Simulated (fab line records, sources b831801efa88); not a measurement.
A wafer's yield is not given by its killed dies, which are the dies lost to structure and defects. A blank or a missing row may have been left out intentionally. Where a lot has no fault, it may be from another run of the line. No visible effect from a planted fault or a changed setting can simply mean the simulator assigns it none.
A single fault, viewed from 2 desks + flow gf180mcu + what lay behind the numbers comes last; until then each desk has only its own

## FOR THE TOOL OWNER'S DESK: cvd-w-02
The tool's own readings at GF_V1_CVD_23 (deposits W, target thk 350 nm, time 105.05 s): means of the sampled wafers that have a number, for each lot that ran on this tool. A lot is out of limits, marked OUT, if its mean lies more than 4 standard deviations from the usual mean; the brackets give that distance.
Columns: A = heater-power-w at GF_V1_CVD_23, usual 796 W
| lot  | first seen here | A   |
|------|-----------------|-----|
| L720 | day 17 22:07    | 805 |
| L721 | day 18 14:35    | 884 |
| L724 | day 19 14:15    | 971 |
| L735 | day 23 18:56    | 803 |
| L737 | day 24 12:35    | 898 |
Finding of this desk: none of the 5 lots has anything out of limits.

## FROM THE METROLOGY DESK
Lot by lot, what the gauges showed, no matter which tool ran the lot: averages of those sampled wafers that carry a number. A lot is out of limits, marked OUT, if its mean lies more than 4 standard deviations from the usual mean; the brackets give that distance.
Columns: A = V1_W_RS at GF_V1_RS_MEAS_24, usual 0.328 ohm/sq; B = V1_W_THK at GF_V1_THK_MEAS_25, usual 346 nm; C = M2_ALCU_THK at GF_M2_THK_MEAS_06, usual 465 nm
| lot  | first seen here | A               | B             | C   |
|------|-----------------|-----------------|---------------|-----|
| L720 | day 17 22:14    | 0.325           | 353           | 462 |
| L721 | day 18 14:43    | 0.328           | 345           | 471 |
| L724 | day 19 14:22    | 0.328           | 351           | 466 |
| L726 | day 20 12:40    | 0.329           | 344           | 468 |
| L728 | day 21 05:05    | 0.330           | 342           | 466 |
| L730 | day 22 01:07    | 0.334           | 338           | 468 |
| L731 | day 22 03:59    | 0.334           | 337           | 458 |
| L735 | day 23 19:02    | 0.258 (-19) OUT | 442 (+19) OUT | 470 |
| L736 | day 24 02:08    | 0.329           | 344           | 464 |
| L737 | day 24 12:42    | 0.291 (-10) OUT | 399 (+10) OUT | 465 |
| L743 | day 26 07:31    | 0.327           | 350           | 460 |
This desk reports L735, L737 out of limits; the earliest was L735 at day 23 19:02 (V1_W_RS at GF_V1_RS_MEAS_24). Within limits: L720, L721, L724, L726, L728, L730, L731, L736, L743.

## PUT TOGETHER
On L735, L737, the metrology desk was in a position to raise an alarm at day 23 19:02.
The tool owner's desk saw nothing out of limits.
Tool owner's desk: L735, L737 on record, inside its limits.
The lots listed all ran GF_V1_CVD_23 on cvd-w-02.

## WHAT WAS PUT IN BY THE SIMULATOR
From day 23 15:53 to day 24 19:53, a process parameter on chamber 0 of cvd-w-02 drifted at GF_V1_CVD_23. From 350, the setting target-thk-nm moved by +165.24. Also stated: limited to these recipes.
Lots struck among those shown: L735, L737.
Hours from the fault's start to each desk's first reading out of limits: the metrology desk, 3.
